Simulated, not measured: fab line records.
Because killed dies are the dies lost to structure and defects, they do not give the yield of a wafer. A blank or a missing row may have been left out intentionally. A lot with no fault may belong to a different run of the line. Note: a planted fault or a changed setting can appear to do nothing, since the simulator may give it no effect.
2 desks, one fault / flow sky130 / what lay behind the numbers comes last; until then each desk has only its own

## THE TOOL OWNER'S DESK: implanter-01
SKY_LDD_N_IMPLANT_11, tool's own readings: per-lot mean of the sampled wafers with a number, covering each lot this tool ran. If a lot's mean is further than 4 standard deviations from the usual mean, the lot is out of limits and carries the mark OUT (the distance appears in the brackets).
Columns: A = doseIonsCm2 at SKY_LDD_N_IMPLANT_11, usual 7.499e+13; B = faradayCurrentUA at SKY_LDD_N_IMPLANT_11, usual 422; C = rotationDeg at SKY_LDD_N_IMPLANT_11, usual 293.00 degrees
lot=L247; first seen here=day 20 03:15; A=7.492e+13; B=428; C=293.03
lot=L249; first seen here=day 20 09:40; A=7.489e+13; B=420; C=293.03
lot=L251; first seen here=day 20 16:10; A=6.595e+13 (-99 or more) OUT; B=372 (-5.5) OUT; C=293.02
lot=L252; first seen here=day 21 04:28; A=6.588e+13 (-99 or more) OUT; B=372 (-5.6) OUT; C=292.98
lot=L261; first seen here=day 24 13:13; A=7.507e+13; B=415; C=293.00
lot=L265; first seen here=day 26 08:07; A=7.504e+13; B=421; C=293.00
This desk finds L251, L252 out of limits, L251 being first, at day 20 16:10 (doseIonsCm2 at SKY_LDD_N_IMPLANT_11). Within limits: L247, L249, L261, L265.

## FROM THE METROLOGY DESK
What the gauges read, lot by lot, whatever tool the lot ran on: means of the sampled wafers that have a number. If a lot's mean is further than 4 standard deviations from the usual mean, the lot is out of limits and carries the mark OUT (the distance appears in the brackets).
Columns: A = cdNm at SKY_POLY_GATE_CD_MEAS_13, usual 150.3 nm; B = LDD_HVN_TW at SKY_LDD_HVN_TW_MEAS_10, usual 1436
lot=L246; first seen here=day 17 05:10; A=149.9; B=1442
lot=L247; first seen here=day 18 17:14; A=150.3; B=1432
lot=L248; first seen here=day 18 23:23; A=151.5; B=1434
lot=L249; first seen here=day 19 00:43; A=150.5; B=1437
lot=L251; first seen here=day 19 05:26; A=150.1; B=1437
lot=L252; first seen here=day 19 19:50; A=150.4; B=1433
lot=L255; first seen here=day 20 16:28; A=149.8; B=1433
lot=L260; first seen here=day 23 00:34; A=150.9; B=1427
lot=L261; first seen here=day 23 05:28; A=151.2; B=1433
lot=L263; first seen here=day 24 03:52; A=149.7; B=1434
lot=L264; first seen here=day 24 16:56; A=150.1; B=1440
lot=L266; first seen here=day 24 20:29; A=150.0; B=1432
lot=L265; first seen here=day 25 01:16; A=151.1; B=1438
This desk found nothing out of limits on any of the 13 lots.

## TAKEN TOGETHER
The tool owner's desk could have raised an alarm at day 20 16:10, on L251, L252.
Metrology desk: nothing out of limits seen.
The metrology desk holds a record of L251, L252, inside its limits.
On implanter-01, each named lot ran SKY_LDD_N_IMPLANT_11.

## WHAT WAS PUT IN BY THE SIMULATOR
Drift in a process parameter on implanter-01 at SKY_LDD_N_IMPLANT_11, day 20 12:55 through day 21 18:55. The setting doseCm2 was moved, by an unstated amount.
Shown lots that were struck: L251, L252.
Hours from the fault's start to each desk's first reading out of limits: the tool owner's desk, 3.
